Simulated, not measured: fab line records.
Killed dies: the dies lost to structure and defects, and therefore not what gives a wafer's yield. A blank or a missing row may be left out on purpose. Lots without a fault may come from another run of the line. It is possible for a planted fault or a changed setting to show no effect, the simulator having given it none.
fab line records -- flow sky130 -- part 1 of 2: steps 1 to 28 of 37
[record] lots = 5, wafers = 15, last-day = 49
route steps=708 shown METAL2@490 VIA2@507
lots untouched by any fault: they come from a run of this same line in which no faults occurred
start-h: start of the lot's first displayed wafer, in hours after the record's first day -- wait-h: hours elapsed since this lot's preceding step -- " repeats the value in the row above -- L1.1+2: one row covering several wafers at once -- - no value, or no start was given -- * or withheld: withheld -- < > ~ a bound
route shown NAME@n: NAME is a module with steps in the file, n the number in the route of the first one -- usual: mean/standard deviation of fault-free wafers -- same: alike in all rows -- chamber/n: place in a boat -- sites: the reading at each site -- _std_site: how widely they spread, as a standard deviation -- _edge_site: inner sites' mean taken away from outer sites' mean -- radius-mm: for every site, how far away it sits from the centre of the wafer -- mask NAME#n: copy n -- behind: tool/chamber where the wafer was last shaped -- hold: what put the lot on hold/how long, in hours/how the hold closed -- device: the transistor (n, p or np) that didn't switch -- end of line: tests of these same wafers at the route's end -- for a step that has no rows: nothing shown but its recipe -- killed: dies that structure and defects cost at the first sort, which is not the same as the wafer's yield -- map: dies across one wafer; x = killed, . = not, _ = none there
set.NAME: setting as actually run; set.NAME@STEP: the setting as run at that earlier step -- model.NAME: the simulator's own value behind a step, which no gauge read
certain route steps with their lots: each step a table, each wafer a row
services: a tool's chamber out of use, with start hour (start-h, from the record's first day; less than 0 if before it), hours out, and reason
[[steps]]
[step SKY_METAL2_DEHYDRATE_07]
[recipe] temp-c = 200, time-s = 60
[same] time-s = 60
lot.wafer,tool,chamber,start-h,wait-h
L075.1+4+5,litho-track-02,0,811.32,13.1
L077.1+3+6,litho-track-02,0,830.62,12.3
L079.2+3+5,litho-track-04,0,851.80,12.2
L082.1+3+6,litho-track-03,0,883.81,12.1
L089.1+4+6,litho-track-03,0,925.41,12.3
[step SKY_METAL2_HMDS_08]
[recipe] prime-time-s = 60, prime-temp-c = 120
lot.wafer,tool,chamber,start-h,wait-h
L075.1+4+5,litho-track-02,0,811.47,0.1
L077.1+3+6,litho-track-02,0,830.77,0.1
L079.2+3+5,litho-track-04,0,851.95,0.1
L082.1+3+6,litho-track-03,0,883.96,0.1
L089.1+4+6,litho-track-03,0,925.56,0.1
[step SKY_METAL2_COAT_09]
[recipe] resist = BARC, temp-c = withheld, time-s = withheld, spin-rpm = 3000, resist-thk-nm = 60
[usual] dispense-pressure-kPa = 48.4/1.6
lot.wafer,tool,chamber,start-h,wait-h,dispense-pressure-kPa
L075.1,litho-track-02,0,811.62,0.1,51.6
L075.4,litho-track-02,0,811.62,0.1,51.6
L075.5,litho-track-02,0,811.62,0.1,51.6
L077.1,litho-track-02,0,830.92,0.1,51.6
L077.3,litho-track-02,0,830.92,0.1,51.6
L077.6,litho-track-02,0,830.92,0.1,51.6
L079.2,litho-track-04,0,852.10,0.1,47.7
L079.3,litho-track-04,0,852.10,0.1,47.7
L079.5,litho-track-04,0,852.10,0.1,47.7
L082.1,litho-track-03,0,884.11,0.1,47.5
L082.3,litho-track-03,0,884.11,0.1,47.5
L082.6,litho-track-03,0,884.11,0.1,47.5
L089.1,litho-track-03,0,925.71,0.1,47.5
L089.4,litho-track-03,0,925.71,0.1,47.5
L089.6,litho-track-03,0,925.71,0.1,47.5
[step SKY_METAL2_COAT_10]
[recipe] resist = KrF-thick, spin-rpm = 3000, resist-thk-nm = 450
[usual] dispense-pressure-kPa = 48.5/1.6
lot.wafer,tool,chamber,start-h,wait-h,dispense-pressure-kPa
L075.1,litho-track-02,0,-,-,51.7
L075.4,litho-track-02,0,-,-,51.6
L075.5,litho-track-02,0,-,-,51.6
L077.1,litho-track-02,0,-,-,51.7
L077.3,litho-track-02,0,-,-,51.7
L077.6,litho-track-02,0,-,-,51.7
L079.2,litho-track-04,0,-,-,47.7
L079.3,litho-track-04,0,-,-,47.7
L079.5,litho-track-04,0,-,-,47.7
L082.1,litho-track-03,0,-,-,47.5
L082.3,litho-track-03,0,-,-,47.5
L082.6,litho-track-03,0,-,-,47.5
L089.1,litho-track-03,0,-,-,47.5
L089.4,litho-track-03,0,-,-,47.6
L089.6,litho-track-03,0,-,-,47.5
[step SKY_METAL2_SOFTBAKE_11]
[recipe] temp-c = 100, time-s = 90, resist = KrF-thick
[same] time-s = 90
lot.wafer,tool,chamber,start-h,wait-h
L075.1+4+5,litho-track-02,0,-,-
L077.1+3+6,litho-track-02,0,-,-
L079.2+3+5,litho-track-04,0,-,-
L082.1+3+6,litho-track-03,0,-,-
L089.1+4+6,litho-track-03,0,-,-
[step SKY_METAL2_EXPOSE_12]
[recipe] mask-id = MM2, na = 0.8, source-shape = annular, sigma-inner = 0.55, sigma-outer = 0.85, target-cd-nm = 140, dose-mj = 28
[usual] reticle-temp-C = 23.00/0.11
lot.wafer,tool,chamber,start-h,wait-h,mask,reticle-temp-C
L075.1,krf-scanner-02,0,-,-,MM2#0,22.97
L075.4,krf-scanner-02,0,-,-,MM2#0,22.94
L075.5,krf-scanner-02,0,-,-,MM2#0,23.08
L077.1,krf-scanner-02,0,-,-,MM2#0,22.93
L077.3,krf-scanner-02,0,-,-,MM2#0,22.92
L077.6,krf-scanner-02,0,-,-,MM2#0,22.89
L079.2,krf-scanner-02,0,-,-,MM2#0,23.10
L079.3,krf-scanner-02,0,-,-,MM2#0,23.11
L079.5,krf-scanner-02,0,-,-,MM2#0,23.09
L082.1,krf-scanner-02,0,-,-,MM2#0,23.18
L082.3,krf-scanner-02,0,-,-,MM2#0,23.25
L082.6,krf-scanner-02,0,-,-,MM2#0,23.01
L089.1,krf-scanner-02,0,-,-,MM2#0,22.93
L089.4,krf-scanner-02,0,-,-,MM2#0,23.22
L089.6,krf-scanner-02,0,-,-,MM2#0,23.14
[step SKY_METAL2_PEB_13]
[recipe] peb-temp-c = withheld, peb-time-s = withheld, resist = KrF-thick
lot.wafer,tool,chamber,start-h,wait-h
L075.1+4+5,litho-track-02,0,-,-
L077.1+3+6,litho-track-02,0,-,-
L079.2+3+5,litho-track-04,0,-,-
L082.1+3+6,litho-track-03,0,-,-
L089.1+4+6,litho-track-03,0,-,-
[step SKY_METAL2_DEVELOP_14]
[recipe] develop-time-s = 60, resist = KrF-thick, dev-temp-c = 21
lot.wafer,tool,chamber,start-h,wait-h
L075.1+4+5,litho-track-02,0,-,-
L077.1+3+6,litho-track-02,0,-,-
L079.2+3+5,litho-track-04,0,-,-
L082.1+3+6,litho-track-03,0,-,-
L089.1+4+6,litho-track-03,0,-,-
[step SKY_METAL2_CD_MEAS_15]
[recipe] target-cd-nm = 140
[usual] cd-nm = 139.8/1.5
lot.wafer,tool,chamber,start-h,wait-h,cd-nm
L075.1,cd-sem-02,-,825.07,-,141.2
L075.4,cd-sem-02,-,825.07,-,141.2
L075.5,cd-sem-02,-,825.07,-,140.7
L077.1,cd-sem-01,-,844.22,-,140.7
L077.3,cd-sem-01,-,844.22,-,140.3
L077.6,cd-sem-01,-,844.22,-,139.8
L079.2,cd-sem-01,-,866.35,-,138.9
L079.3,cd-sem-01,-,866.35,-,139.1
L079.5,cd-sem-01,-,866.35,-,141.3
L082.1,cd-sem-02,-,897.46,-,139.9
L082.3,cd-sem-02,-,897.46,-,138.7
L082.6,cd-sem-02,-,897.46,-,139.9
L089.1,cd-sem-01,-,938.81,-,138.1
L089.4,cd-sem-01,-,938.81,-,140.2
L089.6,cd-sem-01,-,938.81,-,139.1
[step SKY_METAL2_OVL_MEAS_16]
[usual] METAL2_OVL = 0/5.4
lot.wafer,tool,chamber,start-h,wait-h,METAL2_OVL[nm]
L075.1,overlay-01,-,825.19,0.1,3
L075.4,overlay-01,-,825.19,0.1,2
L075.5,overlay-01,-,825.19,0.1,8
L077.1,overlay-02,-,844.34,0.1,-1
L077.3,overlay-02,-,844.34,0.1,-9
L077.6,overlay-02,-,844.34,0.1,-4
L079.2,overlay-01,-,866.46,0.1,6
L079.3,overlay-01,-,866.46,0.1,4
L079.5,overlay-01,-,866.46,0.1,9
L082.1,overlay-01,-,897.58,0.1,-3
L082.3,overlay-01,-,897.58,0.1,0
L082.6,overlay-01,-,897.58,0.1,-11
L089.1,overlay-02,-,938.93,0.1,-4
L089.4,overlay-02,-,938.93,0.1,-9
L089.6,overlay-02,-,938.93,0.1,-11
[step SKY_METAL2_DESCUM_17]
[recipe] chemistry = O2, source-power-w = 150, bias-power-w = 0, pressure-mtorr = 10, temp-c = 40, time-s = 8
[usual] chamber-pressure-mTorr = 9.999/0.0095, drypump-motor-current-A = 5.50/0.27, oes-product-au = 1.003/0.012
[same] time-s = 8
lot.wafer,tool,chamber,start-h,wait-h,chamber-pressure-mTorr,drypump-motor-current-A,oes-product-au,rf-hours-counter-h
L075.1,rie-metal-03,1,825.23,0.0,10.016,5.41,0.989,6
L075.4,rie-metal-03,1,825.23,0.0,10.007,5.42,0.983,-
L075.5,rie-metal-03,1,825.23,0.0,9.998,5.41,0.980,-
L077.1,rie-metal-01,1,844.38,0.0,10.003,5.09,1.028,9
L077.3,rie-metal-01,0,844.38,0.0,9.993,5.86,1.015,-
L077.6,rie-metal-01,0,844.38,0.0,10.011,5.89,1.002,-
L079.2,rie-metal-01,0,866.49,0.0,9.998,5.85,1.001,17
L079.3,rie-metal-01,0,866.49,0.0,10.008,5.86,1.003,-
L079.5,rie-metal-01,0,866.49,0.0,9.985,5.84,0.993,-
L082.1,rie-metal-03,0,897.62,0.0,9.999,5.43,0.994,2
L082.3,rie-metal-03,0,897.62,0.0,9.986,5.42,1.008,-
L082.6,rie-metal-03,0,897.62,0.0,9.993,5.44,1.000,-
L089.1,rie-metal-03,0,938.97,0.0,10.019,5.45,0.998,5
L089.4,rie-metal-03,1,938.97,0.0,10.007,5.42,1.000,-
L089.6,rie-metal-03,1,938.97,0.0,10.002,5.41,0.981,-
[step SKY_METAL2_ETCH_18]
[recipe] chemistry = N2/H2, target = BARC, ion-energy-ev = 200, bias-w = 100, pressure-mtorr = 30, n2-flow-sccm = 100, h2-flow-sccm = 200, icp-w = 500, stop-on = SiO2, time-s = 47.39, target-depth-a = 600
[usual] chamber-pressure-mTorr = 30.002/0.027, drypump-motor-current-A = 5.51/0.27, oes-product-au = 0.848/0.005, throttle-valve-pct = 13.224/0.0086
[same] time-s = 47.39
lot.wafer,tool,chamber,start-h,wait-h,chamber-pressure-mTorr,drypump-motor-current-A,oes-product-au,rf-hours-counter-h,throttle-valve-pct
L075.1,rie-metal-03,1,825.29,0.1,29.942,5.43,0.840,6,13.220
L075.4,rie-metal-03,1,825.29,0.1,29.985,5.43,0.846,-,13.225
L075.5,rie-metal-03,1,825.29,0.1,29.990,5.41,0.842,-,13.239
L077.1,rie-metal-01,1,844.41,0.0,29.972,5.12,0.857,9,13.242
L077.3,rie-metal-01,0,844.41,0.0,30.049,5.87,0.835,-,13.231
L077.6,rie-metal-01,0,844.41,0.0,30.004,5.85,0.850,-,13.229
L079.2,rie-metal-01,0,866.52,0.0,30.025,5.83,0.850,17,13.228
L079.3,rie-metal-01,0,866.52,0.0,30.016,5.85,0.851,-,13.214
L079.5,rie-metal-01,0,866.52,0.0,30.067,5.85,0.843,-,13.206
L082.1,rie-metal-03,0,897.68,0.1,30.060,5.45,0.848,2,13.226
L082.3,rie-metal-03,0,897.68,0.1,30.001,5.47,0.847,-,13.209
L082.6,rie-metal-03,0,897.68,0.1,30.023,5.48,0.845,-,13.216
L089.1,rie-metal-03,0,939.00,0.0,29.970,5.46,0.851,5,13.210
L089.4,rie-metal-03,1,939.00,0.0,30.011,5.40,0.850,-,13.203
L089.6,rie-metal-03,1,939.00,0.0,30.033,5.42,0.842,-,13.225
[step SKY_METAL2_METAL_ETCH_19]
[recipe] target-depth-a = 3600, stop-on = SiO2, over-etch-frac = 0.3, time-s = 78, chemistry = Cl2/BCl3, resist-sidewall-deg = 88, pressure-mtorr = 10, icp-w = 900, bias-w = 48.5, Cl2_flow_sccm = 60, bcl3-flow-sccm = 30
[usual] chamber-pressure-mTorr = 10.001/0.011, drypump-motor-current-A = 5.50/0.27, oes-product-au = 0.854/0.0058, throttle-valve-pct = 22.265/0.0093
[same] time-s = 78
lot.wafer,tool,chamber,start-h,wait-h,chamber-pressure-mTorr,drypump-motor-current-A,oes-product-au,rf-hours-counter-h,throttle-valve-pct
L075.1,rie-metal-03,1,825.42,0.1,10.003,5.45,0.849,6,22.251
L075.4,rie-metal-03,1,825.42,0.1,10.013,5.43,0.854,-,22.254
L075.5,rie-metal-03,1,825.42,0.1,9.990,5.44,0.855,-,22.254
L077.1,rie-metal-01,1,844.47,0.0,9.998,5.10,0.857,9,22.272
L077.3,rie-metal-01,0,844.47,0.0,10.016,5.90,0.860,-,22.255
L077.6,rie-metal-01,0,844.47,0.0,9.997,5.87,0.866,-,22.273
L079.2,rie-metal-01,0,866.58,0.0,10.010,5.87,0.854,17,22.257
L079.3,rie-metal-01,0,866.58,0.0,10.002,5.87,0.847,-,22.266
L079.5,rie-metal-01,0,866.58,0.0,10.002,5.84,0.845,-,22.265
L082.1,rie-metal-03,0,897.81,0.1,10.086,5.45,0.851,2,22.267
L082.3,rie-metal-03,0,897.81,0.1,9.990,5.44,0.860,-,22.248
L082.6,rie-metal-03,0,897.81,0.1,10.003,5.44,0.856,-,22.249
L089.1,rie-metal-03,0,939.06,0.0,10.003,5.45,0.864,5,22.266
L089.4,rie-metal-03,1,939.06,0.0,9.989,5.42,0.865,-,22.266
L089.6,rie-metal-03,1,939.06,0.0,9.992,5.41,0.848,-,22.256
[step SKY_METAL2_STRIP_20]
[recipe] chemistry = O2/N2, power-w = 1400, pressure-mtorr = 1500, platen-temp-c = withheld, o2-flow-sccm = 3000, n2-flow-sccm = 300, overash-fraction = 0.5
[usual] chamber-pressure-mTorr = 1499.9/1.4, drypump-motor-current-A = 5.6/0.34, oes-product-au = 0.342/0.0052, strip-time-to-endpoint-s = 2.68/0.061
[same] overash-fraction = 0.5
lot.wafer,tool,chamber,start-h,wait-h,chamber-pressure-mTorr,drypump-motor-current-A,oes-product-au,rf-hours-counter-h,strip-time-to-endpoint-s
L075.1,plasma-asher-01,1,825.60,0.1,1501.2,5.2,0.346,39,2.72
L075.4,plasma-asher-01,0,825.60,0.1,1500.5,5.3,0.350,-,2.75
L075.5,plasma-asher-01,1,825.60,0.1,1499.3,5.2,0.348,-,2.70
L077.1,plasma-asher-02,1,844.56,0.1,1497.9,5.4,0.340,100,2.63
L077.3,plasma-asher-02,0,844.56,0.1,1500.9,5.8,0.339,-,2.64
L077.6,plasma-asher-02,1,844.56,0.1,1499.9,5.4,0.345,-,2.70
L079.2,plasma-asher-02,0,866.67,0.1,1501.1,5.9,0.333,103,2.71
L079.3,plasma-asher-02,0,866.67,0.1,1500.9,5.8,0.337,-,2.69
L079.5,plasma-asher-02,0,866.67,0.1,1501.2,5.8,0.339,-,2.66
L082.1,plasma-asher-02,1,897.99,0.1,1502.1,5.4,0.343,106,2.65
L082.3,plasma-asher-02,1,897.99,0.1,1499.9,5.4,0.337,-,2.64
L082.6,plasma-asher-02,0,897.99,0.1,1500.0,5.8,0.346,-,2.65
L089.1,plasma-asher-04,1,939.15,0.1,1498.6,6.1,0.346,19,2.74
L089.4,plasma-asher-04,0,939.15,0.1,1500.8,6.0,0.340,-,2.76
L089.6,plasma-asher-04,0,939.15,0.1,1502.8,6.0,0.347,-,2.76
[step SKY_METAL2_STRIP_21]
[recipe] chemistry = post-etch-residue-remover, time-s = 1200, temp-c = 72.5
[usual] bath-guard-temp-C = 72.7/0.46
[same] time-s = 1200
lot.wafer,tool,chamber,start-h,wait-h,bath-guard-temp-C
L075.1,wet-bench-03,0,825.70,0.1,72.5
L075.4,wet-bench-03,0,825.70,0.1,72.6
L075.5,wet-bench-03,0,825.70,0.1,72.6
L077.1,wet-bench-02,3,844.66,0.1,73.2
L077.3,wet-bench-02,3,844.66,0.1,73.4
L077.6,wet-bench-02,3,844.66,0.1,73.1
L079.2,wet-bench-04,1,866.77,0.1,72.9
L079.3,wet-bench-04,1,866.77,0.1,73.1
L079.5,wet-bench-04,1,866.77,0.1,73.0
L082.1,wet-bench-04,0,898.09,0.1,73.0
L082.3,wet-bench-04,0,898.09,0.1,72.5
L082.6,wet-bench-04,0,898.09,0.1,72.6
L089.1,wet-bench-02,2,939.25,0.1,71.8
L089.4,wet-bench-02,2,939.25,0.1,71.8
L089.6,wet-bench-02,2,939.25,0.1,71.7
[step SKY_METAL2_CLEAN_22]
[recipe] chemistry = IPA, time-s = 180, temp-c = 25
[same] time-s = 180
lot.wafer,tool,chamber,start-h,wait-h
L075.1+4+5,wet-bench-04,2,826.04,0.0
L077.1+3+6,wet-bench-04,0,845.00,0.0
L079.2+3+5,wet-bench-03,1,867.11,0.0
L082.1+3+6,wet-bench-02,2,898.43,0.0
L089.1+4+6,wet-bench-03,1,939.60,0.0
[step SKY_METAL2_CLEAN_23]
[recipe] chemistry = O3/DIW, dry = n2-spin
lot.wafer,tool,chamber,start-h,wait-h
L075.1+4+5,wet-bench-03,3,826.10,0.0
L077.1+3+6,wet-bench-03,1,845.06,0.0
L079.2+3+5,wet-bench-04,3,867.18,0.0
L082.1+3+6,wet-bench-03,2,898.49,0.0
L089.1+4+6,wet-bench-02,3,939.65,0.0
[step SKY_VIA2_HDPCVD_00]
[recipe] material = SiO2, target-thk-nm = 1180, sigma-open-frac = 0.3, time-s = 196.7, temp-c = 400, sih4-flow-sccm = 60, pressure-mtorr = 6
[usual] pressure-mtorr = 6.000/0.012
[same] time-s = 196.7
lot.wafer,tool,chamber,start-h,wait-h,pressure-mtorr
L075.1,hdpcvd-01,0,826.19,0.0,5.968
L075.4,hdpcvd-01,1,826.19,0.0,5.989
L075.5,hdpcvd-01,0,826.19,0.0,5.989
L077.1,hdpcvd-01,1,845.15,0.0,6.010
L077.3,hdpcvd-01,0,845.15,0.0,5.997
L077.6,hdpcvd-01,2,845.15,0.0,6.020
L079.2,hdpcvd-02,0,867.27,0.0,5.971
L079.3,hdpcvd-02,2,867.27,0.0,5.991
L079.5,hdpcvd-02,1,867.27,0.0,5.985
L082.1,hdpcvd-02,2,898.58,0.0,5.997
L082.3,hdpcvd-02,1,898.58,0.0,6.009
L082.6,hdpcvd-02,2,898.58,0.0,6.000
L089.1,hdpcvd-02,0,939.75,0.0,6.011
L089.4,hdpcvd-02,1,939.75,0.0,5.998
L089.6,hdpcvd-02,2,939.75,0.0,6.007
[step SKY_VIA2_THK_MEAS_01]
[recipe] reads = SiO2_of_VIA2_HDPCVD_00
[usual] VIA2_HDPCVD_THK = 1189/18
lot.wafer,tool,chamber,start-h,wait-h,VIA2_HDPCVD_THK[nm]
L075.1,film-metro-03,-,826.31,0.1,1168
L075.4,film-metro-03,-,826.31,0.1,1162
L075.5,film-metro-03,-,826.31,0.1,1169
L077.1,film-metro-01,-,845.28,0.1,1167
L077.3,film-metro-01,-,845.28,0.1,1188
L077.6,film-metro-01,-,845.28,0.1,1154
L079.2,film-metro-02,-,867.40,0.1,1211
L079.3,film-metro-02,-,867.40,0.1,1171
L079.5,film-metro-02,-,867.40,0.1,1171
L082.1,film-metro-01,-,898.71,0.1,1196
L082.3,film-metro-01,-,898.71,0.1,1198
L082.6,film-metro-01,-,898.71,0.1,1190
L089.1,film-metro-02,-,939.87,0.1,1215
L089.4,film-metro-02,-,939.87,0.1,1214
L089.6,film-metro-02,-,939.87,0.1,1200
[step SKY_VIA2_CMP_02]
[recipe] material = SiO2, down-force-psi = 4, platen-rpm = 60, pad-velocity-m-s = 0.94248
[usual] motor-current-A = 11.7/1.3, retaining-ring-pressure-frac = 0.999/0.0053
lot.wafer,tool,chamber,start-h,wait-h,motor-current-A,retaining-ring-pressure-frac
L075.4,cmp-01,2,826.37,0.0,13.2,0.992
L075.1,cmp-01,1,826.37,0.0,10.8,1.000
L075.5,cmp-01,3,826.37,0.0,12.4,0.999
L077.3,cmp-01,1,845.34,0.0,11.4,0.993
L077.1,cmp-01,3,845.34,0.0,12.0,0.990
L077.6,cmp-01,1,845.34,0.0,11.5,0.998
L079.3,cmp-02,0,867.45,0.0,12.9,1.003
L079.2,cmp-02,1,867.45,0.0,10.9,0.995
L079.5,cmp-02,0,867.45,0.0,12.9,0.997
L082.1,cmp-02,0,898.77,0.1,13.5,0.998
L082.3,cmp-02,2,898.77,0.1,10.9,1.000
L082.6,cmp-02,0,898.77,0.1,13.2,1.000
L089.1,cmp-02,1,939.98,0.1,11.0,0.996
L089.4,cmp-02,2,939.98,0.1,10.6,1.006
L089.6,cmp-02,0,939.98,0.1,13.5,1.000
[step SKY_VIA2_BOW_MEAS_03]
[recipe] mode = bow
[usual] VIA2_BOW = 88/7.2
lot.wafer,tool,chamber,start-h,wait-h,VIA2_BOW[um]
L075.1,film-metro-03,-,826.67,0.1,99
L075.4,film-metro-03,-,826.67,0.1,99
L075.5,film-metro-03,-,826.67,0.1,90
L077.1,film-metro-02,-,845.64,0.1,91
L077.3,film-metro-02,-,845.64,0.1,97
L077.6,film-metro-02,-,845.64,0.1,78
L079.2,film-metro-02,-,867.77,0.2,93
L079.3,film-metro-02,-,867.77,0.2,84
L079.5,film-metro-02,-,867.77,0.2,79
L082.1,film-metro-02,-,899.07,0.2,86
L082.3,film-metro-02,-,899.07,0.2,103
L082.6,film-metro-02,-,899.07,0.2,101
L089.1,film-metro-03,-,940.23,0.2,80
L089.4,film-metro-03,-,940.23,0.2,74
L089.6,film-metro-03,-,940.23,0.2,80
[step SKY_VIA2_DEHYDRATE_04]
[recipe] temp-c = 200, time-s = 60
[same] time-s = 60
lot.wafer,tool,chamber,start-h,wait-h
L075.1+4+5,litho-track-02,0,839.22,12.5
L077.1+3+6,litho-track-03,0,857.91,12.3
L079.2+3+5,litho-track-01,0,879.75,12.0
L082.1+3+6,litho-track-03,0,910.41,11.3
L089.1+4+6,litho-track-02,0,951.92,11.7
[step SKY_VIA2_HMDS_05]
[recipe] prime-time-s = 60, prime-temp-c = 120
lot.wafer,tool,chamber,start-h,wait-h
L075.1+4+5,litho-track-02,0,839.37,0.1
L077.1+3+6,litho-track-03,0,858.06,0.1
L079.2+3+5,litho-track-01,0,879.90,0.1
L082.1+3+6,litho-track-03,0,910.56,0.1
L089.1+4+6,litho-track-02,0,952.07,0.1
[step SKY_VIA2_COAT_06]
[recipe] resist = BARC, temp-c = withheld, time-s = withheld, spin-rpm = 3000, resist-thk-nm = 60
[usual] dispense-pressure-kPa = 49.0/2.5
lot.wafer,tool,chamber,start-h,wait-h,dispense-pressure-kPa
L075.1,litho-track-02,0,839.52,0.1,51.6
L075.4,litho-track-02,0,839.52,0.1,51.6
L075.5,litho-track-02,0,839.52,0.1,51.6
L077.1,litho-track-03,0,858.21,0.1,47.5
L077.3,litho-track-03,0,858.21,0.1,47.5
L077.6,litho-track-03,0,858.21,0.1,47.4
L079.2,litho-track-01,0,880.05,0.1,45.9
L079.3,litho-track-01,0,880.05,0.1,46.0
L079.5,litho-track-01,0,880.05,0.1,45.9
L082.1,litho-track-03,0,910.71,0.1,47.5
L082.3,litho-track-03,0,910.71,0.1,47.5
L082.6,litho-track-03,0,910.71,0.1,47.5
L089.1,litho-track-02,0,952.22,0.1,51.7
L089.4,litho-track-02,0,952.22,0.1,51.7
L089.6,litho-track-02,0,952.22,0.1,51.7
[step SKY_VIA2_COAT_07]
[recipe] resist = KrF-thick, spin-rpm = 3000, resist-thk-nm = 450
[usual] dispense-pressure-kPa = 49.0/2.5
lot.wafer,tool,chamber,start-h,wait-h,dispense-pressure-kPa
L075.1,litho-track-02,0,-,-,51.6
L075.4,litho-track-02,0,-,-,51.7
L075.5,litho-track-02,0,-,-,51.6
L077.1,litho-track-03,0,-,-,47.6
L077.3,litho-track-03,0,-,-,47.5
L077.6,litho-track-03,0,-,-,47.6
L079.2,litho-track-01,0,-,-,46.0
L079.3,litho-track-01,0,-,-,46.0
L079.5,litho-track-01,0,-,-,46.0
L082.1,litho-track-03,0,-,-,47.5
L082.3,litho-track-03,0,-,-,47.6
L082.6,litho-track-03,0,-,-,47.5
L089.1,litho-track-02,0,-,-,51.7
L089.4,litho-track-02,0,-,-,51.7
L089.6,litho-track-02,0,-,-,51.7
[step SKY_VIA2_SOFTBAKE_08]
[recipe] temp-c = 100, time-s = 90, resist = KrF-thick
[same] time-s = 90
lot.wafer,tool,chamber,start-h,wait-h
L075.1+4+5,litho-track-02,0,-,-
L077.1+3+6,litho-track-03,0,-,-
L079.2+3+5,litho-track-01,0,-,-
L082.1+3+6,litho-track-03,0,-,-
L089.1+4+6,litho-track-02,0,-,-
[step SKY_VIA2_EXPOSE_09]
[recipe] mask-id = VIM2, na = 0.8, source-shape = annular, sigma-inner = 0.55, sigma-outer = 0.85, target-cd-nm = 200, dose-mj = 38.62
[usual] reticle-temp-C = 23.00/0.11
lot.wafer,tool,chamber,start-h,wait-h,mask,reticle-temp-C
L075.1,krf-scanner-01,0,-,-,VIM2#0,22.96
L075.4,krf-scanner-01,0,-,-,VIM2#0,22.94
L075.5,krf-scanner-01,0,-,-,VIM2#0,22.90
L077.1,krf-scanner-01,0,-,-,VIM2#0,22.93
L077.3,krf-scanner-01,0,-,-,VIM2#0,23.08
L077.6,krf-scanner-01,0,-,-,VIM2#0,22.92
L079.2,krf-scanner-01,0,-,-,VIM2#0,22.91
L079.3,krf-scanner-01,0,-,-,VIM2#0,22.80
L079.5,krf-scanner-01,0,-,-,VIM2#0,22.93
L082.1,krf-scanner-01,0,-,-,VIM2#0,22.93
L082.3,krf-scanner-01,0,-,-,VIM2#0,22.91
L082.6,krf-scanner-01,0,-,-,VIM2#0,23.02
L089.1,krf-scanner-01,0,-,-,VIM2#0,23.07
L089.4,krf-scanner-01,0,-,-,VIM2#0,23.06
L089.6,krf-scanner-01,0,-,-,VIM2#0,22.98
[step SKY_VIA2_PEB_10]
[recipe] peb-temp-c = withheld, peb-time-s = withheld, resist = KrF-thick
lot.wafer,tool,chamber,start-h,wait-h
L075.1+4+5,litho-track-03,0,-,-
L077.1+3+6,litho-track-03,0,-,-
L079.2+3+5,litho-track-01,0,-,-
L082.1+3+6,litho-track-03,0,-,-
L089.1+4+6,litho-track-03,0,-,-
